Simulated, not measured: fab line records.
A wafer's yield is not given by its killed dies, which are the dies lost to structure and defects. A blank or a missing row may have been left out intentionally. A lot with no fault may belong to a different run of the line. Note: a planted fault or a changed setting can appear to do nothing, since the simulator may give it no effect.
Split-lot experiment | flow sfq line | 23 wafers read across 5 lots, on a route 325 steps long

== ABOUT THE SPLIT ==
At SFQ_TRILAYER_M1_DEP_SPUTTER_037 (material Nb, target thk 200 nm, time 133.3 s), the setting power w was moved away from the recipe's 2000 W on 8 of the 23 wafers read, by +7.0% to +11.7%. All remaining wafers had this setting at the recipe value.

Split to reading: the file shows no intervening step.

== THE READING ==
At SFQ_M1_RS_MEAS_909, a four-point-probe measurement gives M1_NB_RS in ohm/sq. On this fab line, fault-free wafers typically give 0.890 ohm/sq with a standard deviation of 0.0092 ohm/sq.

wafer  | tool, chamber at the split | power w as run, W | against the recipe | M1_NB_RS, ohm/sq | against lot-mates on the recipe
L077.1 | pvd sputter-06, -          | 2140              | +7.0%              | 0.838            | -0.051
L077.2 | pvd sputter-06, -          | 2140              | +7.0%              | 0.833            | -0.056
L077.3 | pvd sputter-06, -          | 2000              | recipe             | 0.888            | -
L077.4 | pvd sputter-06, -          | 2000              | recipe             | 0.891            | -
L077.5 | pvd sputter-06, -          | 2140              | +7.0%              | 0.836            | -0.053
L079.1 | pvd sputter-03, -          | 2178              | +8.9%              | 0.811            | -0.088
L079.2 | pvd sputter-03, -          | 2178              | +8.9%              | 0.832            | -0.067
L079.3 | pvd sputter-03, -          | 2000              | recipe             | 0.895            | -
L079.5 | pvd sputter-03, -          | 2000              | recipe             | 0.903            | -
L079.6 | pvd sputter-03, -          | 2178              | +8.9%              | 0.814            | -0.085
L080.1 | pvd sputter-04, -          | 2000              | recipe             | 0.894            | -
L080.2 | pvd sputter-04, -          | 2000              | recipe             | 0.888            | -
L080.3 | pvd sputter-04, -          | 2000              | recipe             | 0.897            | -
L080.4 | pvd sputter-04, -          | 2000              | recipe             | 0.891            | -
L080.6 | pvd sputter-04, -          | 2000              | recipe             | 0.892            | -
L081.2 | pvd sputter-04, -          | 2000              | recipe             | 0.887            | -
L081.3 | pvd sputter-04, -          | 2000              | recipe             | 0.882            | -
L081.4 | pvd sputter-04, -          | 2235              | +11.7%             | 0.799            | -0.084
L081.5 | pvd sputter-04, -          | 2235              | +11.7%             | 0.791            | -0.092
L081.6 | pvd sputter-04, -          | 2000              | recipe             | 0.880            | -
L083.2 | pvd sputter-04, -          | 2000              | recipe             | 0.874            | -
L083.4 | pvd sputter-04, -          | 2000              | recipe             | 0.880            | -
L083.5 | pvd sputter-04, -          | 2000              | recipe             | 0.871            | -

FIT RESULTS
A straight line over all 23 wafers: M1_NB_RS changes by -0.00773 ohm/sq for each +1% of power w; r = -0.97; the points scatter about the line by 0.0081 ohm/sq.
The same after taking each lot's own level away (the mean of its wafers on the recipe; 23 wafers): -0.00805 ohm/sq for each +1%; r = -0.99; scatter 0.006 ohm/sq.
On that fit, the largest move of power w shifts the reading by 0.095 ohm/sq.
The span of the lots' own levels, 0.8750 to 0.8990 ohm/sq, comes to 2.6 times the standard deviation stated above.
Consequently the slope shifts little with the lot-to-lot level, the two slopes agreeing.
Check: for one of the wafers moved furthest among these (+11.7%), held out of the fit, the line's prediction against its lot-mates is -0.0978 ohm/sq. Against them it came out at -0.084 ohm/sq.

== THE OTHER SPLITS THESE WAFERS WENT THROUGH ==
Before the reading, these wafers also passed through other splits. Each is held against what the fit with the lots' levels taken away leaves over:
other split on the same wafers                   | wafers away from the commonest value | r with M1_NB_RS (lot level and that fit taken away)
SFQ_TRILAYER_L0_LITHO_COAT_010 resist thk nm     | 7                                    | -0.08
SFQ_TRILAYER_L0_LITHO_COAT_005 spin rpm          | 5                                    | +0.04
SFQ_TRILAYER_L0_VIA_LITHO_COAT_018 resist thk nm | 10                                   | +0.34
SFQ_TRILAYER_L0_VIA_LITHO_PEB_016 peb temp c     | 4                                    | +0.14
SFQ_TRILAYER_M0_DEP_SPUTTER_019 time s           | 10                                   | +0.19
SFQ_TRILAYER_M0_LITHO_COAT_026 spin rpm          | 8                                    | -0.33
SFQ_TRILAYER_M0_BARC_OPEN_METAL_ETCH_031 icp w   | 8                                    | -0.27
SFQ_TRILAYER_I0_VIA_LITHO_COAT_036 resist thk nm | 9                                    | +0.20
SFQ_TRILAYER_I0_VIA_LITHO_PEB_034 peb temp c     | 10                                   | -0.30

== THE WHOLE CHAIN: every reading that the file lists as answering this split, in the file's order ==
step                            | what it does                                 | reading                                                                                   | change (the file's fit)              | r (the file's)
SFQ_TRILAYER_M1_DEP_SPUTTER_037 | material Nb, target thk 200 nm, time 133.3 s | Nb_of_TRILAYER_M1_DEP_SPUTTER_037.thk nm (the simulator's own value, which no gauge read) | +1.95 nm for each +1% of the setting | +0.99
SFQ_M1_RS_MEAS_909              | measures by four-point-probe                 | M1_NB_RS                                                                                  | -0.00798 for each +1% of the setting | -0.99

== THE FILE'S OWN FIT ==
M1_NB_RS changes by -0.00798 ohm/sq for each +1% of power w, r = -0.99.
